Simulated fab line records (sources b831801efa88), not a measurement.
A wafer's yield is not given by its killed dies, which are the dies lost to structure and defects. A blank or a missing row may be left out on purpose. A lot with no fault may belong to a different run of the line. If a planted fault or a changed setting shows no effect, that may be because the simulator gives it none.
fab line records	flow gf180mcu
record: lots: 5	wafers: 23
route steps=602 shown MIM@511 V5@544 TOP_METAL@567
start-h: start of the lot's first displayed wafer, in hours after the record's first day	wait-h: time in hours since the lot's previous step	" identical to the entry in the row above	L1.1+2: a single row standing in for several wafers	- either no value or no given start	* or withheld: withheld	< > ~ a bound
route shown NAME@n: a module of which the file shows steps, and the number in the route of the first	usual: mean and standard deviation over wafers with no fault	same: alike in all rows	chamber/n: place in a boat	sites: the reading at each site	_std_site: their standard deviation	_edge_site: outer sites' mean less inner sites'	radius-mm: for every site, how far away it sits from the centre of the wafer	mask NAME#n: copy n	behind: tool/chamber where the wafer was last shaped	hold: cause of the lot's hold/its duration in hours/its outcome	device: the n, p or np transistor that did not switch	end of line: tests of these same wafers at the route's end	for a step that has no rows: nothing shown but its recipe	killed: not the wafer's yield, but the dies lost to structure and defects at the first sort	map: dies across one wafer; x = killed, . = not, _ = none there
set.NAME: the setting as run; set.NAME@STEP: as run at that earlier step	model.NAME: the simulator's own value behind a step, which no gauge read
lots whose settings were changed on purpose; a table a step, a row a wafer
== steps ==
step: GF_MIM_SPUTTER_08
recipe: material: AlCu	target-thk-nm: 200	power-w: 10600	time-s: 10.6	chamber-pressure-pa: 0.4
lot.wafer	tool	chamber	start-h	wait-h	set.power-w	model.AlCu_of_MIM_SPUTTER_08.thk-nm
L074.2	pvd-sputter-04	-	560.45	0.0	10600	201.3
L074.3	"	-	"	"	10600	201.9
L074.4	"	-	"	"	9570	183
L074.5+6	"	-	"	"	9570	183.6
L078.1	pvd-sputter-04	-	594.23	0.0	10600	200.3
L078.2	"	-	"	"	10600	200.7
L078.4	"	-	"	"	10600	201.4
L078.5	"	-	"	"	10600	200.5
L078.6	"	-	"	"	10600	201.5
L082.2	pvd-sputter-01	-	623.93	0.0	10600	201.4
L082.3	"	-	"	"	10600	199.8
L082.4	"	-	"	"	10600	199.5
L084.1	pvd-sputter-04	-	648.83	0.0	10600	200.1
L084.2	"	-	"	"	9551	181.6
L084.3	"	-	"	"	9551	181.7
L084.4	"	-	"	"	10600	202.3
L084.6	"	-	"	"	9551	181.4
L085.1	pvd-sputter-04	-	658.99	0.0	10600	200.3
L085.3	"	-	"	"	10600	200.1
L085.4	"	-	"	"	10600	200
L085.5	"	-	"	"	10600	200.6
L085.6	"	-	"	"	10600	199.8
step: GF_MIM_SPUTTER_09
recipe: material: TiN	target-thk-nm: 35	power-w: 6594	time-s: 29.2	chamber-pressure-pa: 0.4
step: GF_MIM_RS_MEAS_10
recipe: thk-meas-gauge: four-point-probe	reads: TiN_of_MIM_SPUTTER_09+AlCu_of_MIM_SPUTTER_08+TiN_of_MIM_SPUTTER_07
usual: MIM_ALCU_RS: 0.1599/0.0017
lot.wafer	tool	chamber	start-h	wait-h	set.power-w@MIM_SPUTTER_08	MIM_ALCU_RS[ohm/sq]
L074.2	film-metro-04	-	560.52	0.0	10600	0.1590
L074.3	"	-	"	"	10600	0.1583
L074.4	"	-	"	"	9570	0.1756
L074.5	"	-	"	"	9570	0.1751
L074.6	"	-	"	"	9570	0.1748
L078.1	film-metro-04	-	594.28	0.0	10600	0.1598
L078.2	"	-	"	"	10600	0.1595
L078.4	"	-	"	"	10600	0.1590
L078.5	"	-	"	"	10600	0.1598
L078.6	"	-	"	"	10600	0.1586
L082.2	film-metro-04	-	624.01	0.0	10600	0.1589
L082.3	"	-	"	"	10600	0.1603
L082.4	"	-	"	"	10600	0.1602
L084.1	film-metro-03	-	648.89	0.0	10600	0.1600
L084.2	"	-	"	"	9551	0.1769
L084.3	"	-	"	"	9551	0.1770
L084.4	"	-	"	"	10600	0.1584
L084.6	"	-	"	"	9551	0.1773
L085.1	film-metro-02	-	659.05	0.0	10600	0.1599
L085.3	"	-	"	"	10600	0.1603
L085.4	"	-	"	"	10600	0.1605
L085.5	"	-	"	"	10600	0.1595
L085.6	"	-	"	"	10600	0.1602
step: GF_MIM_THK_MEAS_11
recipe: thk-meas-gauge: xrf	reads: AlCu_of_MIM_SPUTTER_08
usual: MIM_ALCU_THK: 199.2/2.2
lot.wafer	tool	chamber	start-h	wait-h	set.power-w@MIM_SPUTTER_08	MIM_ALCU_THK[nm]
L074.2	film-metro-04	-	560.63	0.1	10600	201.0
L074.3	"	-	"	"	10600	200.7
L074.4	"	-	"	"	9570	183.4
L074.5	"	-	"	"	9570	182.8
L074.6	"	-	"	"	9570	182.0
L078.1	film-metro-04	-	594.40	0.1	10600	199.4
L078.2	"	-	"	"	10600	200.6
L078.4	"	-	"	"	10600	201.5
L078.5	"	-	"	"	10600	199.7
L078.6	"	-	"	"	10600	201.1
L082.2	film-metro-04	-	624.12	0.1	10600	200.5
L082.3	"	-	"	"	10600	199.8
L082.4	"	-	"	"	10600	199.3
L084.1	film-metro-03	-	649.01	0.1	10600	198.2
L084.2	"	-	"	"	9551	180.5
L084.3	"	-	"	"	9551	179.8
L084.4	"	-	"	"	10600	200.1
L084.6	"	-	"	"	9551	179.1
L085.1	film-metro-02	-	659.17	0.1	10600	199.0
L085.3	"	-	"	"	10600	199.1
L085.4	"	-	"	"	10600	199.0
L085.5	"	-	"	"	10600	198.1
L085.6	"	-	"	"	10600	198.7
step: GF_MIM_METAL_ETCH_19
recipe: chemistry: Cl2/BCl3	mask-material: NOVOLAK	stop-on: Si3N4	target-depth-nm: 324.5	pressure-mtorr: 8	icp-w: 800	bias-w: 140	Cl2_flow_sccm: 80	bcl3-flow-sccm: 40	time-s: 54.1
usual: oes-product-au: 0.942/0.0056
lot.wafer	tool	chamber	start-h	wait-h	set.icp-w	set.power-w@MIM_SPUTTER_08	oes-product-au
L074.2	rie-metal-02	0	581.39	0.1	800	10600	0.946
L074.3	"	1	"	"	800	10600	0.936
L074.4	"	0	"	"	800	9570	0.905
L074.5	"	1	"	"	800	9570	0.907
L074.6	"	0	"	"	800	9570	0.906
L078.1	rie-metal-03	1	615.30	0.1	800	10600	0.951
L078.2	"	0	"	"	842.6	10600	0.946
L078.4	"	1	"	"	800	10600	0.943
L078.5	"	0	"	"	842.6	10600	0.945
L078.6	"	1	"	"	800	10600	0.945
L082.2	rie-metal-01	1	643.73	0.1	800	10600	0.944
L082.3	"	0	"	"	800	10600	0.943
L082.4	"	1	"	"	800	10600	0.943
L084.1	rie-metal-02	0	667.89	0.1	800	10600	0.939
L084.2	"	1	"	"	849.5	9551	0.915
L084.3	"	0	"	"	800	9551	0.905
L084.4	"	1	"	"	849.5	10600	0.940
L084.6	"	0	"	"	800	9551	0.914
L085.1	rie-metal-01	0	677.89	0.1	800	10600	0.948
L085.3	"	1	"	"	800	10600	0.950
L085.4	"	0	"	"	739.5	10600	0.938
L085.5	"	0	"	"	739.5	10600	0.938
L085.6	"	1	"	"	739.5	10600	0.944
step: GF_V5_CMP_04
recipe: material: SiO2	down-force-psi: 4	platen-rpm: 60	pad-velocity-m-s: 0.94248
lot.wafer	tool	chamber	start-h	wait-h	set.leave-above-ref-nm
L074.2+4+3	cmp-02	1,2,0	603.83	0.0	877.7
L074.5+6	"	1,2	"	"	855
L078.4+2+1+6+5	cmp-01	2,3,0,1,2	637.24	0.1	855
L082.2+3+4	cmp-02	3,0,1	665.05	0.2	855
L084.2+4+6	cmp-01	1,3,2	688.24	0.0	855
L084.1+3	"	2,0	"	"	878.2
L085.3+5	cmp-01	1	698.49	0.1	855
L085.1+4+6	"	2,3,0	"	"	889.7
step: GF_V5_PEB_12
recipe: peb-temp-c: 135	peb-time-s: 90	resist: KrF
lot.wafer	tool	chamber	start-h	wait-h	set.peb-temp-c
L074.2+3	litho-track-01	0	-	-	135
L074.4+5+6	"	0	"	"	136.8
L078.1+2+5	litho-track-04	0	-	-	135
L078.4+6	"	0	"	"	133
L082.2+3+4	litho-track-01	0	-	-	135
L084.1+2+6	litho-track-04	0	-	-	135
L084.3+4	"	0	"	"	137.6
L085.1+4	litho-track-02	0	-	-	136.7
L085.3+5+6	"	0	"	"	135
step: GF_V5_DEVELOP_13
recipe: develop-time-s: 60	resist: KrF	dev-temp-c: 21
step: GF_V5_ETCH_16
recipe: chemistry: N2/H2	target-depth-a: withheld	overetch-a: withheld	time-s: withheld	target: BARC	ion-energy-ev: 200	source-w: 500	bias-w: 100	pressure-mtorr: 30	n2-flow-sccm: 100	h2-flow-sccm: 200
step: GF_V5_ETCH_17
recipe: chemistry: C4F8/O2/Ar	mask-material: KrF	target: SiO2	stop-on: TiN	source-w: 1500	bias-w: 1200	pressure-mtorr: 40	c4f8-flow-sccm: withheld	O2_flow_sccm: 6	Ar_flow_sccm: 300	time-s: withheld	target-depth-a: 8550
usual: oes-product-au: 0.861/0.0042
lot.wafer	tool	chamber	start-h	wait-h	set.leave-above-ref-nm@V5_CMP_04	oes-product-au
L074.2	rie-diel-03	0	-	-	877.7	0.876
L074.3	"	1	"	"	877.7	0.873
L074.4	"	3	"	"	877.7	0.871
L074.5	"	2	"	"	855	0.860
L074.6	"	1	"	"	855	0.857
L078.1	rie-diel-02	3	-	-	855	0.860
L078.2	"	2	"	"	855	0.868
L078.4	"	1	"	"	855	0.856
L078.5	"	1	"	"	855	0.863
L078.6	"	0	"	"	855	0.865
L082.2	rie-diel-01	0	-	-	855	0.857
L082.3	"	2	"	"	855	0.867
L082.4	"	3	"	"	855	0.857
L084.1	rie-diel-03	3	-	-	878.2	0.871
L084.2	"	0	"	"	855	0.863
L084.3	"	2	"	"	878.2	0.878
L084.4	"	1	"	"	855	0.865
L084.6	"	0	"	"	855	0.860
L085.1	rie-diel-01	2	-	-	889.7	0.876
L085.3	"	1	"	"	855	0.860
L085.4	"	0	"	"	889.7	0.886
L085.5	"	2	"	"	855	0.857
L085.6	"	3	"	"	889.7	0.878
step: GF_TOP_METAL_SPUTTER_00
recipe: material: Ti	target-thk-nm: 37.5	arriving-ion-energy-ev: 80	substrate-temp-c: 200	chamber-pressure-pa: 2	power-w: 4000	time-s: 150
lot.wafer	tool	chamber	start-h	wait-h	set.power-w	model.Ti_of_TOP_METAL_SPUTTER_00.thk-nm
L074.2	pvd-sputter-04	-	626.75	0.1	4000	37.98
L074.3	"	-	"	"	4159	39.47
L074.4+5	"	-	"	"	4000	38.03
L074.6	"	-	"	"	4159	39.32
L078.1	pvd-sputter-03	-	658.98	0.1	4180	39.54
L078.2	"	-	"	"	4000	37.69
L078.4	"	-	"	"	4000	37.7
L078.5	"	-	"	"	4000	37.55
L078.6	"	-	"	"	4180	39.7
L082.2	pvd-sputter-03	-	685.62	0.1	4000	37.23
L082.3	"	-	"	"	4000	36.47
L082.4	"	-	"	"	4000	37.2
L084.1	pvd-sputter-01	-	708.37	0.1	3699	34.32
L084.2	"	-	"	"	4000	37.68
L084.3	"	-	"	"	3699	34.72
L084.4	"	-	"	"	3699	35
L084.6	"	-	"	"	4000	37.54
L085.1	pvd-sputter-03	-	718.34	0.1	4000	37.52
L085.3	"	-	"	"	3631	34.35
L085.4	"	-	"	"	3631	34.11
L085.5	"	-	"	"	4000	37.31
L085.6	"	-	"	"	4000	37.73
step: GF_TOP_METAL_SPUTTER_02
recipe: material: AlCu	target-thk-nm: 900	power-w: 10600	chamber-pressure-pa: 0.3	substrate-temp-c: 250	gas: Ar	time-s: 47.82
lot.wafer	tool	chamber	start-h	wait-h	set.time-s	model.AlCu_of_TOP_METAL_SPUTTER_02.thk-nm
L074.2	pvd-sputter-04	-	626.88	0.0	52.51	989.3
L074.3	"	-	"	"	47.82	895.1
L074.4	"	-	"	"	52.51	991.5
L074.5	"	-	"	"	47.82	904.9
L074.6	"	-	"	"	52.51	999.7
L078.1	pvd-sputter-03	-	659.11	0.0	47.82	897.6
L078.2	"	-	"	"	47.82	892.4
L078.4	"	-	"	"	47.82	895.9
L078.5	"	-	"	"	47.82	895.5
L078.6	"	-	"	"	47.82	885.8
L082.2	pvd-sputter-03	-	685.75	0.0	47.82	908.5
L082.3	"	-	"	"	47.82	915.8
L082.4	"	-	"	"	47.82	904.8
L084.1	pvd-sputter-01	-	708.50	0.0	47.82	890.1
L084.2	"	-	"	"	47.82	882.3
L084.3	"	-	"	"	47.82	888.8
L084.4	"	-	"	"	53.21	989.1
L084.6	"	-	"	"	53.21	989.2
L085.1	pvd-sputter-03	-	718.47	0.0	47.82	916.9
L085.3	"	-	"	"	47.82	905.2
L085.4	"	-	"	"	47.82	917.7
L085.5	"	-	"	"	47.82	913.4
L085.6	"	-	"	"	47.82	912.4
step: GF_TOP_METAL_SPUTTER_03
recipe: material: Ti	target-thk-nm: 5	substrate-temp-c: 300	chamber-pressure-pa: 0.3	power-w: 3000	time-s: 3.3
step: GF_TOP_METAL_SPUTTER_04
recipe: material: TiN	target-thk-nm: 25	power-w: 6500	time-s: 20.8	chamber-pressure-pa: 0.4
step: GF_TOP_METAL_RS_MEAS_05
recipe: thk-meas-gauge: four-point-probe	reads: TiN_of_TOP_METAL_SPUTTER_04+Ti_of_TOP_METAL_SPUTTER_03+AlCu_of_TOP_METAL_SPUTTER_02+TiN_of_TOP_METAL_SPUTTER_01+Ti_of_TOP_METAL_SPUTTER_00
usual: TOP_METAL_ALCU_RS: 0.0328/0.00033
lot.wafer	tool	chamber	start-h	wait-h	set.time-s@TOP_METAL_SPUTTER_02	TOP_METAL_ALCU_RS[ohm/sq]
L074.2	film-metro-04	-	626.99	0.0	52.51	0.0297
L074.3	"	-	"	"	47.82	0.0329
L074.4	"	-	"	"	52.51	0.0297
L074.5	"	-	"	"	47.82	0.0325
L074.6	"	-	"	"	52.51	0.0294
L078.1	film-metro-03	-	659.20	0.0	47.82	0.0329
L078.2	"	-	"	"	47.82	0.0331
L078.4	"	-	"	"	47.82	0.0329
L078.5	"	-	"	"	47.82	0.0329
L078.6	"	-	"	"	47.82	0.0332
L082.2	film-metro-01	-	685.86	0.0	47.82	0.0325
L082.3	"	-	"	"	47.82	0.0322
L082.4	"	-	"	"	47.82	0.0325
L084.1	film-metro-04	-	708.59	0.0	47.82	0.0331
L084.2	"	-	"	"	47.82	0.0334
L084.3	"	-	"	"	47.82	0.0331
L084.4	"	-	"	"	53.21	0.0297
L084.6	"	-	"	"	53.21	0.0298
L085.1	film-metro-04	-	718.56	0.0	47.82	0.0321
L085.3	"	-	"	"	47.82	0.0326
L085.4	"	-	"	"	47.82	0.0321
L085.5	"	-	"	"	47.82	0.0323
L085.6	"	-	"	"	47.82	0.0323
step: GF_TOP_METAL_THK_MEAS_06
recipe: thk-meas-gauge: xrf	reads: AlCu_of_TOP_METAL_SPUTTER_02
usual: TOP_METAL_ALCU_THK: 896/11
lot.wafer	tool	chamber	start-h	wait-h	set.time-s@TOP_METAL_SPUTTER_02	TOP_METAL_ALCU_THK[nm]
L074.2	film-metro-04	-	627.10	0.1	52.51	992
L074.3	"	-	"	"	47.82	900
L074.4	"	-	"	"	52.51	990
L074.5	"	-	"	"	47.82	899
L074.6	"	-	"	"	52.51	1000
L078.1	film-metro-03	-	659.32	0.1	47.82	891
L078.2	"	-	"	"	47.82	889
L078.4	"	-	"	"	47.82	893
L078.5	"	-	"	"	47.82	888
L078.6	"	-	"	"	47.82	880
L082.2	film-metro-01	-	685.97	0.1	47.82	906
L082.3	"	-	"	"	47.82	913
L082.4	"	-	"	"	47.82	901
L084.1	film-metro-04	-	708.71	0.1	47.82	896
L084.2	"	-	"	"	47.82	883
L084.3	"	-	"	"	47.82	895
L084.4	"	-	"	"	53.21	994
L084.6	"	-	"	"	53.21	992
L085.1	film-metro-04	-	718.68	0.1	47.82	923
L085.3	"	-	"	"	47.82	911
L085.4	"	-	"	"	47.82	923
L085.5	"	-	"	"	47.82	914
L085.6	"	-	"	"	47.82	914
step: GF_TOP_METAL_EXPOSE_11
recipe: mask-id: MetalTop	target-cd-nm: 440	na: 0.6	source-shape: conventional	sigma-outer: 0.6	dose-mj: 170
lot.wafer	tool	chamber	start-h	wait-h	mask	set.dose-mj
L074.2+5+6	iline-stepper-02	0	-	-	MetalTop#0	164.8
L074.3+4	"	0	"	"	MetalTop#0	170
L078.1+5+6	iline-stepper-01	0	-	-	MetalTop#0	163.7
L078.2+4	"	0	"	"	MetalTop#0	170
L082.2+3+4	iline-stepper-01	0	-	-	MetalTop#0	170
L084.1+2+3+4+6	iline-stepper-01	0	-	-	MetalTop#0	170
L085.1+3	iline-stepper-01	0	-	-	MetalTop#0	170
L085.4+5+6	"	0	"	"	MetalTop#0	159.2
step: GF_TOP_METAL_PEB_12
recipe: temp-c: withheld	time-s: *	resist: NOVOLAK
step: GF_TOP_METAL_DEVELOP_13
recipe: develop-time-s: 57.42	dev-temp-c: 23
lot.wafer	tool	chamber	start-h	wait-h	set.dose-mj@TOP_METAL_EXPOSE_11	model.TOP_METAL.cd-nm
L074.2	litho-track-04	0	646.74	0.1	164.8	453.9
L074.3	"	0	"	"	170	445.5
L074.4	"	0	"	"	170	445.2
L074.5	"	0	"	"	164.8	453.7
L074.6	"	0	"	"	164.8	453.2
L078.1	litho-track-03	0	678.13	0.1	163.7	447.3
L078.2	"	0	"	"	170	438.3
L078.4	"	0	"	"	170	436.8
L078.5	"	0	"	"	163.7	447.9
L078.6	"	0	"	"	163.7	446.2
L082.2	litho-track-04	0	704.09	0.1	170	441.1
L082.3	"	0	"	"	170	444.5
L082.4	"	0	"	"	170	445.1
L084.1	litho-track-04	0	726.22	0.1	170	441
L084.2	"	0	"	"	170	440.7
L084.3	"	0	"	"	170	439.3
L084.4	"	0	"	"	170	439.7
L084.6	"	0	"	"	170	441.6
L085.1	litho-track-02	0	735.90	0.1	170	443.8
L085.3	"	0	"	"	170	442.3
L085.4	"	0	"	"	159.2	463.9
L085.5	"	0	"	"	159.2	462.5
L085.6	"	0	"	"	159.2	460.9
step: GF_TOP_METAL_CD_MEAS_14
recipe: target-cd-nm: 440
usual: cd-nm: 442.0/2.4
lot.wafer	tool	chamber	start-h	wait-h	set.dose-mj@TOP_METAL_EXPOSE_11	cd-nm
L074.2	cd-sem-02	-	646.89	0.1	164.8	453.8
L074.3	"	-	"	"	170	445.5
L074.4	"	-	"	"	170	445.1
L074.5	"	-	"	"	164.8	453.5
L074.6	"	-	"	"	164.8	453.3
L078.1	cd-sem-02	-	678.28	0.1	163.7	447.4
L078.2	"	-	"	"	170	438.4
L078.4	"	-	"	"	170	436.9
L078.5	"	-	"	"	163.7	447.6
L078.6	"	-	"	"	163.7	445.9
L082.2	cd-sem-01	-	704.24	0.1	170	441.2
L082.3	"	-	"	"	170	444.7
L082.4	"	-	"	"	170	445.1
L084.1	cd-sem-02	-	726.37	0.1	170	441.1
L084.2	"	-	"	"	170	440.7
L084.3	"	-	"	"	170	439.4
L084.4	"	-	"	"	170	439.7
L084.6	"	-	"	"	170	441.6
L085.1	cd-sem-02	-	736.05	0.1	170	443.9
L085.3	"	-	"	"	170	442.5
L085.4	"	-	"	"	159.2	464.2
L085.5	"	-	"	"	159.2	462.4
L085.6	"	-	"	"	159.2	460.8
step: GF_TOP_METAL_METAL_ETCH_16
recipe: chemistry: Cl2/BCl3	mask-material: NOVOLAK	target-depth-nm: 1077.5	stop-on: SiO2	pressure-mtorr: 8	icp-w: 800	bias-w: 140	Cl2_flow_sccm: 80	bcl3-flow-sccm: 40	time-s: 179.6
usual: oes-product-au: 0.965/0.0062
lot.wafer	tool	chamber	start-h	wait-h	set.time-s@TOP_METAL_SPUTTER_02	oes-product-au
L074.2	rie-metal-04	1	647.02	0.0	52.51	0.986
L074.3	"	1	"	"	47.82	0.960
L074.4	"	0	"	"	52.51	0.989
L074.5	"	1	"	"	47.82	0.962
L074.6	"	0	"	"	52.51	0.987
L078.1	rie-metal-03	1	678.44	0.0	47.82	0.962
L078.2	"	0	"	"	47.82	0.958
L078.4	"	1	"	"	47.82	0.957
L078.5	"	1	"	"	47.82	0.971
L078.6	"	0	"	"	47.82	0.957
L082.2	rie-metal-01	1	704.37	0.0	47.82	0.975
L082.3	"	0	"	"	47.82	0.966
L082.4	"	1	"	"	47.82	0.973
L084.1	rie-metal-01	1	726.52	0.0	47.82	0.963
L084.2	"	0	"	"	47.82	0.960
L084.3	"	1	"	"	47.82	0.957
L084.4	"	0	"	"	53.21	0.999
L084.6	"	0	"	"	53.21	0.992
L085.1	rie-metal-03	1	736.20	0.0	47.82	0.979
L085.3	"	0	"	"	47.82	0.966
L085.4	"	1	"	"	47.82	0.973
L085.5	"	1	"	"	47.82	0.966
L085.6	"	0	"	"	47.82	0.965
== key ==
split: step: GF_MIM_SPUTTER_08	setting: power-w	stated: 10600	by: wafer
response: step: GF_MIM_SPUTTER_08	reading: model.AlCu_of_MIM_SPUTTER_08.thk-nm	change: +1.93	per: 1%	r: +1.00
response: step: GF_MIM_RS_MEAS_10	reading: MIM_ALCU_RS	change: -0.00175	per: 1%	r: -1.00
response: step: GF_MIM_THK_MEAS_11	reading: MIM_ALCU_THK	change: +1.91	per: 1%	r: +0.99
response: step: GF_MIM_METAL_ETCH_19	reading: oes-product-au	change: +0.00324	per: 1%	r: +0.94
split: step: GF_MIM_METAL_ETCH_19	setting: icp-w	stated: 800	by: wafer
response none clear
split: step: GF_V5_CMP_04	setting: leave-above-ref-nm	stated: 855	by: wafer
response: step: GF_V5_ETCH_17	reading: oes-product-au	change: +0.00516	per: 1%	r: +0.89
split: step: GF_V5_PEB_12	setting: peb-temp-c	stated: 135	by: wafer
response none clear
split: step: GF_TOP_METAL_SPUTTER_00	setting: power-w	stated: 4000	by: wafer
response: step: GF_TOP_METAL_SPUTTER_00	reading: model.Ti_of_TOP_METAL_SPUTTER_00.thk-nm	change: +0.376	per: 1%	r: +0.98
split: step: GF_TOP_METAL_SPUTTER_02	setting: time-s	stated: 47.82	by: wafer
response: step: GF_TOP_METAL_SPUTTER_02	reading: model.AlCu_of_TOP_METAL_SPUTTER_02.thk-nm	change: +9.26	per: 1%	r: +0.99
response: step: GF_TOP_METAL_RS_MEAS_05	reading: TOP_METAL_ALCU_RS	change: -0.000314	per: 1%	r: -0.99
response: step: GF_TOP_METAL_THK_MEAS_06	reading: TOP_METAL_ALCU_THK	change: +9.24	per: 1%	r: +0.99
response: step: GF_TOP_METAL_METAL_ETCH_16	reading: oes-product-au	change: +0.00294	per: 1%	r: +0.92
split: step: GF_TOP_METAL_EXPOSE_11	setting: dose-mj	stated: 170	by: wafer
response: step: GF_TOP_METAL_DEVELOP_13	reading: model.TOP_METAL.cd-nm	change: -2.9	per: 1%	r: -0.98
response: step: GF_TOP_METAL_CD_MEAS_14	reading: cd-nm	change: -2.87	per: 1%	r: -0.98
